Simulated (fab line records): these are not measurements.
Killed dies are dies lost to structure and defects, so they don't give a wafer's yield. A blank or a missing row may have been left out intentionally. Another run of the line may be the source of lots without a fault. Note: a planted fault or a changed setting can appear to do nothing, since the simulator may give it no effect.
Matching of chambers ; flow sky130 ; SKY_POLY_GATE_ETCH_17 on rieSi-02 has 4 sister chambers
The step etches poly-Si in HBr/Cl2, stops on SiO2, target depth 180 nm, time 70.5 s. 4 wafers are shown with their chamber, then 7 later ones without.

WAFERS PAIRED WITH THEIR CHAMBERS
wafer;chamber;drypumpMotorCurrentA (A)
L354.3;3;5.4
L355.3;2;6.5
L357.3;1;6.2
L357.4;0;6.1

WAFERS MISSING THEIR CHAMBER
wafer;drypumpMotorCurrentA (A)
L357.5;6.1
L359.1;6.4
L359.3;5.4
L359.6;6.1
L364.1;5.4
L364.2;6.1
L364.5;6.1

THE CHAMBER EACH PASSED THROUGH
wafer;from the rows above;in truth
L357.5;0;0
L359.1;2;2
L359.3;3;3
L359.6;0;0
L364.1;3;3
L364.2;0;0
L364.5;0;0
Correct placement for 7 of the 7. Left unplaced by these rows: 0. Placed wrongly: 0.
How it was worked out, from the rows above alone: a wafer's distance from a chamber is the root of the sum, over the readings, of the square of ((its reading less the chamber's mean) divided by the reading's scatter). The wafer belongs to the nearest chamber; if the next one is less than 2 further off, it can't be placed. The mean given for a chamber averages the wafers shown for that chamber. The scatter: with one shown wafer a chamber, the root of the mean of the squares of how far each hidden wafer lies from its nearest shown one.
